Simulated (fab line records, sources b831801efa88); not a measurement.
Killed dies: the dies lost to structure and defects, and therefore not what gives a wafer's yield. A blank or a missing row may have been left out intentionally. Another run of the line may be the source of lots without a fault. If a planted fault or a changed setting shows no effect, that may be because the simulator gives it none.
fab line records ; flow sky130
[record] lots = 6; wafers = 18; lastDay = 50
route steps=708 shown DNWELL@39 PWDE@45 NWELL@56
lots that met no fault: from a run of the same line without faults
startH: hours from the record's opening day to when the first of the lot's shown wafers began ; waitH: hours from the lot's prior step to this one ; " as in the row above ; L1.1+2: one row covering several wafers at once ; - no value, or no start was given ; * or withheld: withheld ; < > ~ a bound
route shown NAME@n: a module of which the file shows steps, and the number in the route of the first ; usual: the fault-free wafers' mean and standard deviation ; same: alike in all rows ; chamber/n: place in a boat ; sites: each site's reading ; _std_site: how widely they spread, as a standard deviation ; _edge_site: the outer-site mean with the inner-site mean subtracted ; radiusMm: how far each site lies from the wafer's centre ; mask NAME#n: copy n ; behind: the last tool/chamber to shape the wafer ; hold: the reason the lot was held/the length of the hold in hours/how it ended ; device: transistor that didn't switch, given as n, p or np ; end of line: at the end of the route, the tests of the same wafers ; a step with no rows: only its recipe ; killed: not the wafer's yield, but the dies lost to structure and defects at the first sort ; map: the dies of a wafer, with x for killed, . for not killed, _ for no die there
set.NAME: the run value of the setting; set.NAME@STEP: its run value at that earlier step ; model.NAME: the simulator's own value behind a step, which no gauge read
a table for each step, a row for each wafer; lots at some steps of the route
services: when a tool's chamber went out of use (startH, in hours from the record's first day, below 0 if earlier), for how many hours, and the reason
[[steps]]
[step SKY_DNWELL_EXPOSE_04]
[recipe] maskId = DNM; na = 0.57; targetCdNm = 3000; doseMj = 222
[step SKY_DNWELL_PEB_05]
[recipe] tempC = 115; timeS = withheld
[step SKY_DNWELL_DEVELOP_06]
[recipe] wallAngleDeg = 90; developer = TMAH; developTimeS = 60; devTempC = 23
[step SKY_DNWELL_IMPLANT_07]
[recipe] species = P; energyKev = withheld; doseCm2 = withheld; tiltDeg = withheld
[step SKY_DNWELL_STRIP_08]
[recipe] chemistry = O2/N2; powerW = 1400; pressureMtorr = 1500; platenTempC = withheld; o2FlowSccm = 3000; n2FlowSccm = 300; overashFraction = 0.5
[usual] drypumpMotorCurrentA = 5.5/0.35; n2FlowSccm = 300.1/0.9; oesProductAu = 0.722/0.0043; stripTimeToEndpointS = 36.86/0.1
lot.wafer;tool;chamber;startH;waitH;drypumpMotorCurrentA;n2FlowSccm;oesProductAu;rfHoursCounterH;stripTimeToEndpointS
L256.1;plasmaAsher-02;1;69.57;0.1;5.7;300.1;0.722;39;36.82
L256.2;plasmaAsher-02;0;69.57;0.1;5.3;299.9;0.725;39;36.86
L256.3;plasmaAsher-02;0;69.57;0.1;5.3;301.2;0.726;-;36.76
L267.1;plasmaAsher-02;0;128.09;0.1;5.3;300.4;0.725;46;36.74
L267.5;plasmaAsher-02;0;128.09;0.1;5.3;299.4;0.724;-;36.70
L267.6;plasmaAsher-02;1;128.09;0.1;5.7;301.4;0.722;-;36.77
L268.1;plasmaAsher-04;0;135.82;0.1;5.6;301.2;0.727;2;36.81
L268.5;plasmaAsher-04;1;135.82;0.1;5.2;299.7;0.717;-;36.91
L268.6;plasmaAsher-04;0;135.82;0.1;5.5;302.7;0.729;-;36.79
L269.1;plasmaAsher-04;0;141.92;0.1;5.5;301.8;0.727;2;37.00
L269.2;plasmaAsher-04;1;141.92;0.1;5.2;298.9;0.722;2;36.92
L269.3;plasmaAsher-04;0;141.92;0.1;5.6;299.7;0.722;-;37.01
L273.2;plasmaAsher-04;0;159.62;0.1;5.5;300.3;0.716;4;36.76
L273.4;plasmaAsher-04;1;159.62;0.1;5.2;300.5;0.721;-;36.87
L273.6;plasmaAsher-04;0;159.62;0.1;5.6;300.2;0.726;-;36.76
L276.1;plasmaAsher-04;0;180.03;0.1;5.6;301.2;0.720;7;36.89
L276.3;plasmaAsher-04;0;180.03;0.1;5.6;300.2;0.728;-;36.85
L276.6;plasmaAsher-04;1;180.03;0.1;5.2;298.9;0.720;-;36.80
[step SKY_DNWELL_TW_MEAS_09]
[usual] DNWELL_TW = 1107/10
lot.wafer;tool;chamber;startH;waitH;DNWELL_TW
L256.1;filmMetro-02;-;69.67;0.1;1104
L256.2;filmMetro-02;-;69.67;0.1;1099
L256.3;filmMetro-02;-;69.67;0.1;1100
L267.1;filmMetro-02;-;128.19;0.1;1105
L267.5;filmMetro-02;-;128.19;0.1;1102
L267.6;filmMetro-02;-;128.19;0.1;1104
L268.1;filmMetro-02;-;135.92;0.1;1102
L268.5;filmMetro-02;-;135.92;0.1;1098
L268.6;filmMetro-02;-;135.92;0.1;1103
L269.1;filmMetro-02;-;142.02;0.1;1099
L269.2;filmMetro-02;-;142.02;0.1;1099
L269.3;filmMetro-02;-;142.02;0.1;1108
L273.2;filmMetro-03;-;159.73;0.1;1108
L273.4;filmMetro-03;-;159.73;0.1;1105
L273.6;filmMetro-03;-;159.73;0.1;1106
L276.1;filmMetro-04;-;180.13;0.1;1096
L276.3;filmMetro-04;-;180.13;0.1;1089
L276.6;filmMetro-04;-;180.13;0.1;1090
[step SKY_PWDE_DEHYDRATE_00]
[recipe] tempC = 200; timeS = 60
[step SKY_PWDE_HMDS_01]
[recipe] primeTimeS = 60; primeTempC = 120
[step SKY_PWDE_COAT_02]
[recipe] spinRpm = 2000; resistThkNm = 3000
[step SKY_PWDE_SOFTBAKE_03]
[recipe] tempC = 110; timeS = withheld
[step SKY_PWDE_EXPOSE_04]
[recipe] maskId = PWDEM; na = 0.6; sourceShape = conventional; sigmaOuter = 0.6; polarization = unpolarized; targetCdNm = 840; doseMj = 214
[step SKY_PWDE_PEB_05]
[recipe] tempC = 115; timeS = withheld
[step SKY_PWDE_DEVELOP_06]
[recipe] wallAngleDeg = 90; developer = TMAH; developTimeS = 60; devTempC = 23
[usual] developerTempC = 23.01/0.1
lot.wafer;tool;chamber;startH;waitH;developerTempC
L256.1;lithoTrack-02;0;86;-;22.88
L256.2;lithoTrack-02;0;86;-;23.03
L256.3;lithoTrack-02;0;86;-;22.88
L267.1;lithoTrack-03;0;147;-;22.89
L267.5;lithoTrack-03;0;147;-;23.09
L267.6;lithoTrack-03;0;147;-;22.85
L268.1;lithoTrack-02;0;154;-;23.14
L268.5;lithoTrack-02;0;155;-;23.12
L268.6;lithoTrack-02;0;155;-;23.13
L269.1;lithoTrack-03;0;160;-;22.86
L269.2;lithoTrack-03;0;160;-;23.10
L269.3;lithoTrack-03;0;160;-;22.96
L273.2;lithoTrack-03;0;180;-;23.00
L273.4;lithoTrack-03;0;180;-;23.04
L273.6;lithoTrack-03;0;180;-;23.00
L276.1;lithoTrack-02;0;201;-;22.90
L276.3;lithoTrack-02;0;201;-;23.09
L276.6;lithoTrack-02;0;201;-;22.91
[step SKY_PWDE_OVL_MEAS_07]
[usual] PWDE_OVL = 0.6/1.3
lot.wafer;tool;chamber;startH;waitH;PWDE_OVL[nm]
L256.1;overlay-01;-;86.67;-;0.6
L256.2;overlay-01;-;86.67;-;2.0
L256.3;overlay-01;-;86.67;-;0.1
L267.1;overlay-02;-;147.68;-;0.2
L267.5;overlay-02;-;147.68;-;1.7
L267.6;overlay-02;-;147.68;-;2.2
L268.1;overlay-02;-;155.12;-;-0.8
L268.5;overlay-02;-;155.12;-;-0.3
L268.6;overlay-02;-;155.12;-;-0.8
L269.1;overlay-01;-;160.63;-;-
L269.2;overlay-01;-;160.63;-;-
L269.3;overlay-01;-;160.63;-;-
L273.2;overlay-02;-;180.24;-;-
L273.4;overlay-02;-;180.24;-;-
L273.6;overlay-02;-;180.24;-;-
L276.1;overlay-01;-;201.32;-;0.6
L276.3;overlay-01;-;201.32;-;0.7
L276.6;overlay-01;-;201.32;-;3.0
[step SKY_PWDE_IMPLANT_08]
[recipe] species = B; energyKev = 150; doseCm2 = 3.6e+12; tiltDeg = withheld
[step SKY_PWDE_STRIP_09]
[recipe] chemistry = O2/N2; powerW = 1400; pressureMtorr = 1500; platenTempC = withheld; o2FlowSccm = 3000; n2FlowSccm = 300; overashFraction = 0.5
[usual] drypumpMotorCurrentA = 5.9/0.46; n2FlowSccm = 300.0/0.81; oesProductAu = 0.723/0.0046; stripTimeToEndpointS = 36.90/0.12
lot.wafer;tool;chamber;startH;waitH;drypumpMotorCurrentA;n2FlowSccm;oesProductAu;rfHoursCounterH;stripTimeToEndpointS
L256.1;plasmaAsher-01;0;86.86;0.1;6.5;300.7;0.722;27;36.91
L256.2;plasmaAsher-01;1;86.86;0.1;6.6;301.1;0.713;27;36.79
L256.3;plasmaAsher-01;1;86.86;0.1;6.6;300.9;0.727;-;36.75
L267.1;plasmaAsher-02;0;147.87;0.1;5.3;301.0;0.714;48;36.85
L267.5;plasmaAsher-02;0;147.87;0.1;5.3;299.8;0.728;-;36.99
L267.6;plasmaAsher-02;1;147.87;0.1;5.7;298.7;0.719;-;36.96
L268.1;plasmaAsher-02;0;155.31;0.1;5.3;299.4;0.720;49;36.90
L268.5;plasmaAsher-02;1;155.31;0.1;5.7;300.1;0.731;-;37.00
L268.6;plasmaAsher-02;0;155.31;0.1;5.3;300.1;0.717;-;37.06
L269.1;plasmaAsher-03;0;160.82;0.1;5.6;299.6;0.725;46;36.96
L269.2;plasmaAsher-03;1;160.82;0.1;5.7;299.9;0.723;46;37.10
L269.3;plasmaAsher-03;0;160.82;0.1;5.6;299.5;0.722;-;37.06
L273.2;plasmaAsher-01;0;180.42;0.1;6.4;300.1;0.737;36;37.14
L273.4;plasmaAsher-01;0;180.42;0.1;6.5;299.9;0.728;-;37.14
L273.6;plasmaAsher-01;0;180.42;0.1;6.5;299.7;0.720;-;37.04
L276.1;plasmaAsher-01;0;201.51;0.1;6.4;300.7;0.722;38;36.82
L276.3;plasmaAsher-01;1;201.51;0.1;6.6;299.4;0.722;-;36.80
L276.6;plasmaAsher-01;0;201.51;0.1;6.5;300.0;0.722;-;36.64
[step SKY_PWDE_TW_MEAS_10]
[usual] PWDE_TW = 371.6/2.7
lot.wafer;tool;chamber;startH;waitH;PWDE_TW
L256.1;filmMetro-04;-;86.96;0.1;368.5
L256.2;filmMetro-04;-;86.96;0.1;369.8
L256.3;filmMetro-04;-;86.96;0.1;369.4
L267.1;filmMetro-03;-;147.97;0.1;373.6
L267.5;filmMetro-03;-;147.97;0.1;372.1
L267.6;filmMetro-03;-;147.97;0.1;373.9
L268.1;filmMetro-02;-;155.41;0.1;370.1
L268.5;filmMetro-02;-;155.41;0.1;371.9
L268.6;filmMetro-02;-;155.41;0.1;370.3
L269.1;filmMetro-03;-;160.92;0.1;30.1
L269.2;filmMetro-03;-;160.92;0.1;30.0
L269.3;filmMetro-03;-;160.92;0.1;30.0
L273.2;filmMetro-04;-;180.53;0.1;29.5
L273.4;filmMetro-04;-;180.53;0.1;29.5
L273.6;filmMetro-04;-;180.53;0.1;29.5
L276.1;filmMetro-04;-;201.61;0.1;370.2
L276.3;filmMetro-04;-;201.61;0.1;372.8
L276.6;filmMetro-04;-;201.61;0.1;371.6
[step SKY_NWELL_DEHYDRATE_03]
[recipe] tempC = 200; timeS = 60
[[services]]
tool;chamber;startH;hours;kind
plasmaAsher-03;-;61.52;14.6;pm
plasmaAsher-03;-;106.84;2.8;pm
plasmaAsher-04;-;108.75;9.0;pm
plasmaAsher-04;0;108.75;9.0;ventCycle
plasmaAsher-04;1;108.75;9.0;ventCycle
plasmaAsher-03;-;111.70;3.8;repair
plasmaAsher-04;0;117.75;-;clean
plasmaAsher-04;1;117.75;-;clean
plasmaAsher-01;-;132.14;14.6;pm
plasmaAsher-02;-;179.01;2.8;pm
plasmaAsher-01;-;190.71;1.3;repair
[[key]]
[firstSign] step = SKY_PWDE_OVL_MEAS_07; reading = PWDE_OVL; direction = missing
[effect] step = SKY_PWDE_TW_MEAS_10; reading = PWDE_TW; direction = down; sigmas = 99+; usual = 371.6; struck = 29.8
metAt SKY_PWDE_DEVELOP_06
struckWafers L269.1,L269.2,L269.3,L273.2,L273.4,L273.6
sortLeftOut L269.1,L269.2,L269.3,L273.2,L273.4,L273.6
testerLeftOut L269,L273
onsetBetween 147 160
[fault] kind = processParameterDrift; tool = lithoTrack-03; chamber = -; onsetH = 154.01; steps = SKY_PWDE_DEVELOP_06; channel = developTimeS; offset = *; shape = step; endH = 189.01; actsIn = *; stated = *
// testerLeftOut: of these lots the tester's yield and bins aren't shown, on N5 and GAA mostly nor the transistor test; their killed dies are dies lost to structure and defects alone, not to doping, threshold or leakage, so they don't give the yield
// sortLeftOut: the simulated sort isn't trusted on such a fault, so these wafers' sort isn't shown, and their yield isn't known
